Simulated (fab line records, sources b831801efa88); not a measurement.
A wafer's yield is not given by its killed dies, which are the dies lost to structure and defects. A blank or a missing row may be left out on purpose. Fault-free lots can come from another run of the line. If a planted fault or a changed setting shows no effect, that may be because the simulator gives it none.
fab line records	flow sky130
record: lots: 24	wafers: 72	last_day: 50
route steps=708 shown FIELD_ISO@3 GATE_OXIDE@189 METAL5@663
lots untouched by any fault: they come from a run of this same line in which no faults occurred
start_h: start of the lot's first displayed wafer, in hours after the record's first day	wait_h: hours since the lot's step before	" same as the row above	L1.1+2: one row covering several wafers at once	- either no value or no given start	* or withheld: withheld	< > ~ a bound
route shown NAME@n: names a module that has steps shown in the file, with the first one's number in the route	usual: mean and standard deviation over wafers with no fault	same: alike in all rows	chamber/n: place in a boat	sites: readings site by site	_std_site: the standard deviation of these	_edge_site: mean of outer sites minus mean of inner sites	radius_mm: for every site, how far away it sits from the centre of the wafer	mask NAME#n: copy n	behind: the most recent tool/chamber to have shaped the wafer	hold: cause of the lot's hold/its duration in hours/its outcome	device: the transistor (n, p or np) that didn't switch	end of line: tests run on the same wafers once the route is complete	where a step has no rows: the recipe by itself	killed: at the first sort, the dies lost to defects and structure; wafer yield is something else	map: shows each die of a wafer: x if killed, . if not, _ if none is there
set.NAME: the run value of the setting; set.NAME@STEP: its run value at that earlier step	model.NAME: the simulator's own value behind a step, which no gauge read
one table for each step of the route and one row for each wafer, over a sample of lots
services: a tool's chamber out of use, with start hour (start_h, from the record's first day; less than 0 if before it), hours out, and reason
== steps ==
step: SKY_FIELD_ISO_THK_MEAS_02
recipe: reads: SiO2_of_FIELD_ISO_OXIDATION_01
usual: FIELD_ISO_OXIDATION_00_THK: 11.93/0.22
lot.wafer	tool	chamber	start_h	wait_h	FIELD_ISO_OXIDATION_00_THK[nm]
L074.1	film_metro-03	-	11.63	0.0	11.78
L074.4	"	-	"	"	11.72
L074.6	"	-	"	"	11.74
L075.2	film_metro-02	-	16.64	0.0	12.00
L075.3	"	-	"	"	11.91
L075.6	"	-	"	"	11.90
L076.3	film_metro-03	-	22.45	0.0	12.28
L076.5	"	-	"	"	12.18
L076.6	"	-	"	"	11.96
L077.3	film_metro-01	-	30.09	0.0	11.88
L077.4	"	-	"	"	12.00
L077.5	"	-	"	"	12.07
L078.1	film_metro-03	-	33.30	0.0	11.91
L078.4	"	-	"	"	11.88
L078.6	"	-	"	"	11.86
L079.1	film_metro-02	-	39.60	0.0	11.96
L079.4	"	-	"	"	11.92
L079.6	"	-	"	"	12.04
L080.2	film_metro-02	-	43.41	0.0	11.62
L080.4	"	-	"	"	11.61
L080.6	"	-	"	"	11.79
L081.2	film_metro-01	-	49.58	0.0	12.23
L081.3	"	-	"	"	12.11
L081.5	"	-	"	"	12.15
L082.2	film_metro-02	-	52.27	0.0	12.17
L082.5	"	-	"	"	11.96
L082.6	"	-	"	"	12.01
L083.2	film_metro-02	-	58.02	0.0	11.89
L083.5	"	-	"	"	12.05
L083.6	"	-	"	"	12.02
L084.4	film_metro-02	-	62.25	0.0	11.81
L084.5	"	-	"	"	11.93
L084.6	"	-	"	"	11.91
L085.1	film_metro-01	-	66.77	0.0	11.89
L085.5	"	-	"	"	11.82
L085.6	"	-	"	"	11.67
L086.2	film_metro-01	-	71.75	0.0	11.84
L086.5	"	-	"	"	11.62
L086.6	"	-	"	"	11.91
L087.2	film_metro-03	-	77.69	0.0	11.50
L087.3	"	-	"	"	11.71
L087.4	"	-	"	"	11.47
L088.1	film_metro-01	-	81.96	0.0	11.83
L088.2	"	-	"	"	11.66
L088.3	"	-	"	"	11.95
L089.3	film_metro-01	-	87.89	0.0	11.94
L089.4	"	-	"	"	12.03
L089.5	"	-	"	"	12.03
L090.2	film_metro-03	-	91.83	0.0	12.03
L090.3	"	-	"	"	11.82
L090.5	"	-	"	"	11.92
L091.1	film_metro-01	-	96.63	0.0	12.24
L091.3	"	-	"	"	11.95
L091.6	"	-	"	"	11.86
L092.2	film_metro-03	-	103.08	0.0	11.85
L092.3	"	-	"	"	11.93
L092.4	"	-	"	"	11.84
L093.1	film_metro-02	-	107.15	0.0	12.05
L093.3	"	-	"	"	12.05
L093.5	"	-	"	"	11.97
L094.2	film_metro-03	-	112.45	0.0	12.16
L094.3	"	-	"	"	11.90
L094.5	"	-	"	"	11.96
L095.1	film_metro-01	-	116.63	0.0	12.05
L095.3	"	-	"	"	12.09
L095.6	"	-	"	"	12.13
L096.1	film_metro-02	-	121.63	0.0	11.48
L096.3	"	-	"	"	11.52
L096.4	"	-	"	"	11.78
L097.1	film_metro-03	-	126.63	0.0	12.58
L097.3	"	-	"	"	12.31
L097.4	"	-	"	"	12.49
step: SKY_FIELD_ISO_THK_MEAS_04
recipe: reads: Si3N4_of_FIELD_ISO_CVD_03
usual: FIELD_ISO_CVD_03_THK: 165.6/1.5
lot.wafer	tool	chamber	start_h	wait_h	FIELD_ISO_CVD_03_THK[nm]
L074.1	film_metro-01	-	16.30	0.0	165.3
L074.4	"	-	"	"	164.3
L074.6	"	-	"	"	164.9
L075.2	film_metro-02	-	18.49	0.0	165.7
L075.3	"	-	"	"	166.2
L075.6	"	-	"	"	168.0
L076.3	film_metro-03	-	24.30	0.0	168.5
L076.5	"	-	"	"	166.8
L076.6	"	-	"	"	166.4
L077.3	film_metro-03	-	31.93	0.0	164.3
L077.4	"	-	"	"	164.1
L077.5	"	-	"	"	163.8
L078.1	film_metro-03	-	35.14	0.0	167.3
L078.4	"	-	"	"	167.8
L078.6	"	-	"	"	167.2
L079.1	film_metro-02	-	41.45	0.0	166.1
L079.4	"	-	"	"	166.7
L079.6	"	-	"	"	165.9
L080.2	film_metro-01	-	45.25	0.0	166.1
L080.4	"	-	"	"	166.5
L080.6	"	-	"	"	165.7
L081.2	film_metro-02	-	51.43	0.0	164.5
L081.3	"	-	"	"	164.5
L081.5	"	-	"	"	163.0
L082.2	film_metro-02	-	56.83	0.0	163.7
L082.5	"	-	"	"	164.7
L082.6	"	-	"	"	164.9
L083.2	film_metro-02	-	61.03	0.0	164.4
L083.5	"	-	"	"	163.9
L083.6	"	-	"	"	166.2
L084.4	film_metro-02	-	64.10	0.0	166.3
L084.5	"	-	"	"	168.3
L084.6	"	-	"	"	166.6
L085.1	film_metro-01	-	68.61	0.0	166.3
L085.5	"	-	"	"	167.2
L085.6	"	-	"	"	168.6
L086.2	film_metro-01	-	73.59	0.0	166.1
L086.5	"	-	"	"	167.7
L086.6	"	-	"	"	166.8
L087.2	film_metro-03	-	79.86	0.0	165.3
L087.3	"	-	"	"	165.5
L087.4	"	-	"	"	165.5
L088.1	film_metro-01	-	85.25	0.0	166.5
L088.2	"	-	"	"	167.3
L088.3	"	-	"	"	165.8
L089.3	film_metro-03	-	89.74	0.0	163.1
L089.4	"	-	"	"	164.1
L089.5	"	-	"	"	162.8
L090.2	film_metro-03	-	94.50	0.0	165.8
L090.3	"	-	"	"	164.9
L090.5	"	-	"	"	166.2
L091.1	film_metro-02	-	98.48	0.0	163.8
L091.3	"	-	"	"	163.5
L091.6	"	-	"	"	163.1
L092.2	film_metro-03	-	104.93	0.0	165.7
L092.3	"	-	"	"	165.7
L092.4	"	-	"	"	166.3
L093.1	film_metro-01	-	109.27	0.0	163.3
L093.3	"	-	"	"	163.3
L093.5	"	-	"	"	162.9
L094.2	film_metro-03	-	115.60	0.0	165.1
L094.3	"	-	"	"	164.3
L094.5	"	-	"	"	166.1
L095.1	film_metro-02	-	118.58	0.0	167.0
L095.3	"	-	"	"	167.4
L095.6	"	-	"	"	166.5
L096.1	film_metro-03	-	124.33	0.0	166.4
L096.3	"	-	"	"	164.6
L096.4	"	-	"	"	165.6
L097.1	film_metro-03	-	128.48	0.0	164.7
L097.3	"	-	"	"	164.8
L097.4	"	-	"	"	163.9
step: SKY_FIELD_ISO_CMP_27
recipe: stop_on: Si3N4	t_overpolish_s: 16	down_force_psi: 4	platen_rpm: 60	target_thk_nm: 457.8	pad_velocity_m_s: 0.94248
usual: head_pressure_psi: 3.999/0.0084	motor_current_A: 12.1/1.2	overpolish_run_s: 16.001/0.0098	platen_rpm: 60.00/0.038	time_to_endpoint_s: 111/5.6
lot.wafer	tool	chamber	start_h	wait_h	head_pressure_psi	motor_current_A	overpolish_run_s	platen_rpm	time_to_endpoint_s
L074.1	cmp-01	2	38.19	0.1	4.009	11.0	16.002	59.95	114
L074.4	"	3	"	"	4.001	11.7	16.009	59.97	109
L074.6	"	1	"	"	3.990	11.5	16.010	59.97	122
L075.2	cmp-02	2	41.10	0.0	4.002	13.9	15.992	60.03	105
L075.3	"	0	"	"	3.997	10.7	15.995	60.01	115
L075.6	"	2	"	"	3.991	14.5	15.995	59.94	106
L076.3	cmp-01	0	45.22	0.1	4.006	10.5	15.998	60.02	108
L076.6	"	2	"	"	3.997	11.1	16.031	59.93	111
L076.5	"	3	"	"	4.006	11.5	16.006	59.99	108
L077.3	cmp-01	2	53.62	0.0	3.999	10.9	15.996	60.05	115
L077.4	"	1	"	"	4.003	11.4	16.007	60.02	124
L077.5	"	2	"	"	4.018	10.8	16.010	59.98	117
L078.1	cmp-02	0	55.01	0.0	3.991	11.9	16.005	60.05	122
L078.4	"	1	"	"	4.004	11.2	15.997	60.06	108
L078.6	"	0	"	"	4.014	11.9	15.996	59.95	122
L079.1	cmp-02	1	62.13	0.0	3.989	11.8	16.017	60.05	104
L079.4	"	2	"	"	4.002	14.6	16.000	60.04	109
L079.6	"	1	"	"	3.988	11.8	16.003	59.97	105
L080.2	cmp-02	1	65.35	0.1	4.009	11.6	16.004	59.96	105
L080.4	"	2	"	"	4.009	14.1	15.997	60.03	110
L080.6	"	0	"	"	3.988	11.4	16.020	59.98	121
L081.3	cmp-01	1	70.95	0.1	4.025	11.9	15.998	60.00	119
L081.2	"	2	"	"	3.990	11.1	16.013	60.07	110
L081.5	"	3	"	"	3.993	11.6	16.002	59.98	108
L082.2	cmp-02	3	76.71	0.1	3.998	13.3	16.015	59.99	112
L082.5	"	1	"	"	3.985	12.0	16.015	60.03	109
L082.6	"	2	"	"	4.002	14.6	16.006	60.00	109
L083.2	cmp-01	0	83.33	0.0	3.999	10.3	16.002	59.94	111
L083.5	"	0	"	"	4.000	11.2	15.993	59.96	109
L083.6	"	1	"	"	4.002	11.5	15.995	60.04	117
L084.4	cmp-02	1	84.83	0.0	3.988	12.1	15.988	60.00	105
L084.5	"	1	"	"	4.002	11.2	15.985	59.97	104
L084.6	"	2	"	"	4.001	13.7	15.982	60.03	106
L085.1	cmp-01	2	90.16	0.1	3.997	11.0	16.003	60.03	111
L085.6	"	3	"	"	3.996	11.2	15.988	59.98	104
L085.5	"	0	"	"	3.992	10.2	15.996	60.04	110
L086.2	cmp-02	3	94.84	0.1	4.002	14.2	16.002	60.01	113
L086.5	"	0	"	"	3.987	11.3	15.985	60.01	115
L086.6	"	1	"	"	3.997	11.6	16.005	59.93	102
L087.2	cmp-02	3	101.95	0.0	3.989	14.3	16.009	59.97	108
L087.4	"	0	"	"	4.014	11.2	15.994	59.99	120
L087.3	"	1	"	"	3.990	11.7	16.000	60.04	107
L088.3	cmp-01	3	108.12	0.1	3.993	12.1	16.020	59.91	105
L088.1	"	0	"	"	4.008	11.0	16.017	59.97	108
L088.2	"	1	"	"	3.988	11.4	16.003	59.97	115
L089.4	cmp-02	0	111.92	0.1	4.002	11.4	15.990	60.04	120
L089.3	"	2	"	"	4.004	13.8	15.993	60.02	109
L089.5	"	0	"	"	3.997	10.7	15.994	60.06	124
L090.3	cmp-02	3	116.66	0.1	3.994	13.8	15.990	60.00	112
L090.2	"	0	"	"	4.009	11.5	15.999	60.05	120
L090.5	"	2	"	"	3.996	13.5	15.992	59.97	110
L091.1	cmp-02	0	119.88	0.1	3.998	11.5	16.012	60.08	114
L091.3	"	1	"	"	3.994	12.0	15.998	59.98	103
L091.6	"	0	"	"	4.007	11.7	16.009	60.04	113
L092.3	cmp-01	3	126.40	0.0	4.009	11.4	16.007	59.97	102
L092.2	"	1	"	"	3.994	11.8	16.000	60.02	113
L092.4	"	2	"	"	4.004	11.5	16.013	60.04	108
L093.3	cmp-02	3	132.51	0.0	3.993	14.6	16.001	59.98	111
L093.1	"	0	"	"	4.000	11.2	16.005	60.06	117
L093.5	"	0	"	"	3.981	11.5	15.993	60.02	116
L094.2	cmp-01	0	138.17	0.0	4.002	10.3	15.999	59.97	106
L094.3	"	3	"	"	4.010	11.1	16.008	59.97	105
L094.5	"	0	"	"	3.996	10.6	15.989	59.96	106
L095.3	cmp-02	0	141.57	0.0	3.991	11.0	16.008	60.06	118
L095.1	"	3	"	"	3.998	13.6	15.991	60.00	112
L095.6	"	1	"	"	3.988	11.7	16.018	60.01	104
L096.1	cmp-02	2	148.75	0.0	4.012	14.2	15.998	60.09	114
L096.4	"	3	"	"	3.997	13.5	15.990	59.96	119
L096.3	"	0	"	"	4.007	11.4	15.992	59.97	124
L097.3	cmp-02	0	151.41	0.0	4.002	11.9	16.005	59.93	118
L097.1	"	2	"	"	3.998	14.6	15.985	59.97	110
L097.4	"	3	"	"	4.019	13.3	16.014	60.05	114
step: SKY_GATE_OXIDE_THK_MEAS_02
recipe: reads: SiO2_of_GATE_OXIDE_OXIDATION_01
usual: GATE_OXIDE_OXIDATION_00_THK: 10.39/0.16
lot.wafer	tool	chamber	start_h	wait_h	GATE_OXIDE_OXIDATION_00_THK[nm]
L074.1	film_metro-01	-	294.14	0.0	10.45
L074.4	"	-	"	"	10.46
L074.6	"	-	"	"	10.41
L075.2	film_metro-04	-	294.15	0.0	10.33
L075.3	"	-	"	"	10.38
L075.6	"	-	"	"	10.31
L076.3	film_metro-03	-	305.24	0.0	10.60
L076.5	"	-	"	"	10.57
L076.6	"	-	"	"	10.81
L077.3	film_metro-03	-	323.39	0.0	10.55
L077.4	"	-	"	"	10.50
L077.5	"	-	"	"	10.41
L078.1	film_metro-01	-	335.99	0.0	10.36
L078.4	"	-	"	"	10.55
L078.6	"	-	"	"	10.23
L079.1	film_metro-03	-	335.99	0.0	10.14
L079.4	"	-	"	"	10.06
L079.6	"	-	"	"	10.00
L080.2	film_metro-03	-	344.69	0.0	10.63
L080.4	"	-	"	"	10.62
L080.6	"	-	"	"	10.27
L081.2	film_metro-04	-	344.69	0.0	10.26
L081.3	"	-	"	"	10.33
L081.5	"	-	"	"	10.28
L082.2	film_metro-04	-	350.81	0.0	10.48
L082.5	"	-	"	"	10.38
L082.6	"	-	"	"	10.39
L083.2	film_metro-01	-	367.93	0.0	10.59
L083.5	"	-	"	"	10.66
L083.6	"	-	"	"	10.68
L084.4	film_metro-03	-	367.95	0.0	10.54
L084.5	"	-	"	"	10.41
L084.6	"	-	"	"	10.22
L085.1	film_metro-04	-	376.72	0.0	10.49
L085.5	"	-	"	"	10.49
L085.6	"	-	"	"	10.59
L086.2	film_metro-03	-	380.47	0.0	10.52
L086.5	"	-	"	"	10.16
L086.6	"	-	"	"	10.46
L087.2	film_metro-03	-	385.20	0.0	10.39
L087.3	"	-	"	"	10.46
L087.4	"	-	"	"	10.51
L088.1	film_metro-03	-	393.55	0.0	10.41
L088.2	"	-	"	"	10.27
L088.3	"	-	"	"	10.42
L089.3	film_metro-04	-	400.30	0.0	10.08
L089.4	"	-	"	"	10.27
L089.5	"	-	"	"	10.11
L090.2	film_metro-04	-	407.84	0.0	10.55
L090.3	"	-	"	"	10.36
L090.5	"	-	"	"	10.38
L091.1	film_metro-03	-	413.42	0.0	10.13
L091.3	"	-	"	"	10.20
L091.6	"	-	"	"	10.16
L092.2	film_metro-03	-	425.33	0.0	10.35
L092.3	"	-	"	"	10.57
L092.4	"	-	"	"	10.58
L093.1	film_metro-03	-	430.52	0.0	10.42
L093.3	"	-	"	"	10.44
L093.5	"	-	"	"	10.37
L094.2	film_metro-04	-	439.18	0.0	10.40
L094.3	"	-	"	"	10.50
L094.5	"	-	"	"	10.27
L095.1	film_metro-03	-	452.04	0.0	10.31
L095.3	"	-	"	"	10.35
L095.6	"	-	"	"	10.39
L096.1	film_metro-03	-	455.38	0.0	10.34
L096.3	"	-	"	"	10.33
L096.4	"	-	"	"	10.27
L097.1	film_metro-04	-	459.51	0.0	10.53
L097.3	"	-	"	"	10.23
L097.4	"	-	"	"	10.43
step: SKY_GATE_OXIDE_OVL_MEAS_10
usual: GATE_OXIDE_OVL: -0.7/1.3
lot.wafer	tool	chamber	start_h	wait_h	GATE_OXIDE_OVL[nm]
L074.1	overlay-02	-	317.99	0.1	-3.9
L074.4	"	-	"	"	-4.4
L074.6	"	-	"	"	-3.3
L075.2	overlay-02	-	318.29	0.1	0.4
L075.3	"	-	"	"	0.3
L075.6	"	-	"	"	0.8
L076.3	overlay-01	-	329.80	0.1	-1.5
L076.5	"	-	"	"	-0.2
L076.6	"	-	"	"	-2.6
L077.3	overlay-01	-	347.99	0.1	-0.6
L077.4	"	-	"	"	-0.5
L077.5	"	-	"	"	-1.5
L079.1	overlay-02	-	361.34	0.1	-3.2
L079.4	"	-	"	"	-0.2
L079.6	"	-	"	"	-1.9
L078.1	overlay-01	-	361.68	0.1	-1.0
L078.4	"	-	"	"	-1.8
L078.6	"	-	"	"	-1.5
L081.2	overlay-02	-	372.24	0.1	-0.2
L081.3	"	-	"	"	-0.6
L081.5	"	-	"	"	-1.3
L080.2	overlay-01	-	372.54	0.1	-1.4
L080.4	"	-	"	"	-0.3
L080.6	"	-	"	"	0.1
L082.2	overlay-01	-	377.39	0.1	1.9
L082.5	"	-	"	"	-0.4
L082.6	"	-	"	"	0.0
L083.2	overlay-01	-	396.37	0.1	-1.5
L083.5	"	-	"	"	-2.9
L083.6	"	-	"	"	-1.2
L084.4	overlay-02	-	396.68	0.1	-1.5
L084.5	"	-	"	"	-1.2
L084.6	"	-	"	"	-1.6
L085.1	overlay-02	-	404.84	0.1	-0.1
L085.5	"	-	"	"	-1.6
L085.6	"	-	"	"	-0.6
L086.2	overlay-02	-	409.24	0.1	-2.4
L086.5	"	-	"	"	0.1
L086.6	"	-	"	"	0.9
L087.2	overlay-01	-	413.84	0.1	0.9
L087.3	"	-	"	"	2.6
L087.4	"	-	"	"	0.6
L088.1	overlay-01	-	423.59	0.1	-1.1
L088.2	"	-	"	"	0.0
L088.3	"	-	"	"	0.0
L089.3	overlay-02	-	429.67	0.1	0.4
L089.4	"	-	"	"	-1.3
L089.5	"	-	"	"	-0.9
L090.2	overlay-01	-	438.59	0.1	0.5
L090.3	"	-	"	"	0.0
L090.5	"	-	"	"	-0.7
L091.1	overlay-02	-	444.79	0.1	-0.7
L091.3	"	-	"	"	-1.4
L091.6	"	-	"	"	-0.9
L092.2	overlay-02	-	455.79	0.1	-0.5
L092.3	"	-	"	"	-1.0
L092.4	"	-	"	"	-1.0
L093.1	overlay-01	-	461.59	0.1	0.5
L093.3	"	-	"	"	-1.8
L093.5	"	-	"	"	-0.7
L094.2	overlay-02	-	469.84	0.1	0.4
L094.3	"	-	"	"	0.0
L094.5	"	-	"	"	-1.1
L095.1	overlay-02	-	482.73	0.1	1.5
L095.3	"	-	"	"	0.8
L095.6	"	-	"	"	0.2
L096.1	overlay-01	-	485.33	0.1	-0.7
L096.3	"	-	"	"	-0.5
L096.4	"	-	"	"	-1.1
L097.1	overlay-01	-	490.29	0.1	-0.9
L097.3	"	-	"	"	-2.8
L097.4	"	-	"	"	-1.0
step: SKY_METAL5_SPUTTER_02
recipe: material: AlCu	target_thk_nm: 1150	power_w: 10600	time_s: 61.2	chamber_pressure_pa: 0.4
usual: throttle_valve_pct: 29.6/0.83
lot.wafer	tool	chamber	start_h	wait_h	throttle_valve_pct
L074.1	pvd_sputter-04	-	1018.10	0.0	30.7
L074.4	"	-	"	"	29.6
L074.6	"	-	"	"	29.4
L075.2	pvd_sputter-03	-	1018.82	0.0	30.4
L075.3	"	-	"	"	27.9
L075.6	"	-	"	"	28.1
L076.3	pvd_sputter-01	-	1030.03	0.0	29.7
L076.5	"	-	"	"	29.6
L076.6	"	-	"	"	29.6
L077.3	pvd_sputter-01	-	1039.08	0.0	29.4
L077.4	"	-	"	"	29.6
L077.5	"	-	"	"	29.8
L078.1	pvd_sputter-04	-	1047.76	0.0	29.8
L078.4	"	-	"	"	30.7
L078.6	"	-	"	"	27.9
L079.1	pvd_sputter-03	-	1048.88	0.0	28.4
L079.4	"	-	"	"	30.4
L079.6	"	-	"	"	30.2
L080.2	pvd_sputter-01	-	1055.84	0.0	29.6
L080.4	"	-	"	"	29.5
L080.6	"	-	"	"	29.6
L081.2	pvd_sputter-04	-	1057.98	0.0	29.6
L081.3	"	-	"	"	29.3
L081.5	"	-	"	"	29.5
L082.2	pvd_sputter-03	-	1060.87	0.0	27.9
L082.5	"	-	"	"	29.2
L082.6	"	-	"	"	30.3
L084.4	pvd_sputter-01	-	1070.92	0.0	29.6
L084.5	"	-	"	"	30.3
L084.6	"	-	"	"	29.6
L083.2	pvd_sputter-03	-	1072.97	0.0	30.6
L083.5	"	-	"	"	30.5
L083.6	"	-	"	"	28.1
L085.1	pvd_sputter-01	-	1081.53	0.0	29.6
L085.5	"	-	"	"	29.6
L085.6	"	-	"	"	30.6
L086.2	pvd_sputter-03	-	1081.87	0.0	30.3
L086.5	"	-	"	"	29.5
L086.6	"	-	"	"	28.0
L087.2	pvd_sputter-03	-	1083.21	0.0	30.4
L087.3	"	-	"	"	28.1
L087.4	"	-	"	"	29.3
L088.1	pvd_sputter-03	-	1090.35	0.0	30.3
L088.2	"	-	"	"	29.1
L088.3	"	-	"	"	28.2
L089.3	pvd_sputter-01	-	1095.97	0.0	29.7
L089.4	"	-	"	"	29.6
L089.5	"	-	"	"	29.5
L090.2	pvd_sputter-01	-	1102.12	0.0	29.6
L090.3	"	-	"	"	29.8
L090.5	"	-	"	"	30.4
L091.1	pvd_sputter-04	-	1105.45	0.0	30.9
L091.3	"	-	"	"	28.1
L091.6	"	-	"	"	30.7
L092.2	pvd_sputter-03	-	1112.73	0.0	29.1
L092.3	"	-	"	"	30.3
L092.4	"	-	"	"	30.3
L093.1	pvd_sputter-03	-	1121.17	0.0	29.1
L093.3	"	-	"	"	28.1
L093.5	"	-	"	"	28.1
L094.2	pvd_sputter-01	-	1124.54	0.0	29.5
L094.3	"	-	"	"	29.2
L094.5	"	-	"	"	30.4
L095.1	pvd_sputter-01	-	1135.18	0.0	29.7
L095.3	"	-	"	"	29.8
L095.6	"	-	"	"	29.8
L096.1	pvd_sputter-04	-	1136.54	0.0	29.3
L096.3	"	-	"	"	31.0
L096.4	"	-	"	"	28.1
L097.1	pvd_sputter-03	-	1141.17	0.0	28.0
L097.3	"	-	"	"	29.1
L097.4	"	-	"	"	30.5
== services ==
tool	chamber	start_h	hours	kind
cmp-02	-	20.65	4.2	pm
cmp-02	-	25.67	14.6	repair
cmp-02	-	75.45	0.2	repair
cmp-02	-	88.53	0.5	repair
cmp-02	-	103.56	0.8	repair
cmp-02	-	153.23	1.4	repair
cmp-02	-	232.00	4.0	pm
cmp-02	-	269.44	0.2	repair
cmp-02	-	287.37	0.5	repair
cmp-02	-	389.65	4.0	pm
cmp-02	-	466.92	0.9	repair
cmp-02	-	549.77	4.3	repair
cmp-02	-	572.00	4.0	pm
cmp-02	-	578.27	0.3	repair
cmp-02	-	583.24	3.9	repair
cmp-02	-	632.09	0.9	repair
cmp-02	-	659.22	7.1	pm
cmp-02	-	684.24	2.3	repair
cmp-02	-	689.27	0.3	repair
cmp-02	-	700.00	2.6	repair
cmp-02	-	712.64	2.3	repair
cmp-02	-	741.82	1.8	repair
cmp-02	-	758.89	4.4	pm
cmp-02	-	797.44	2.2	repair
== key ==
fault none
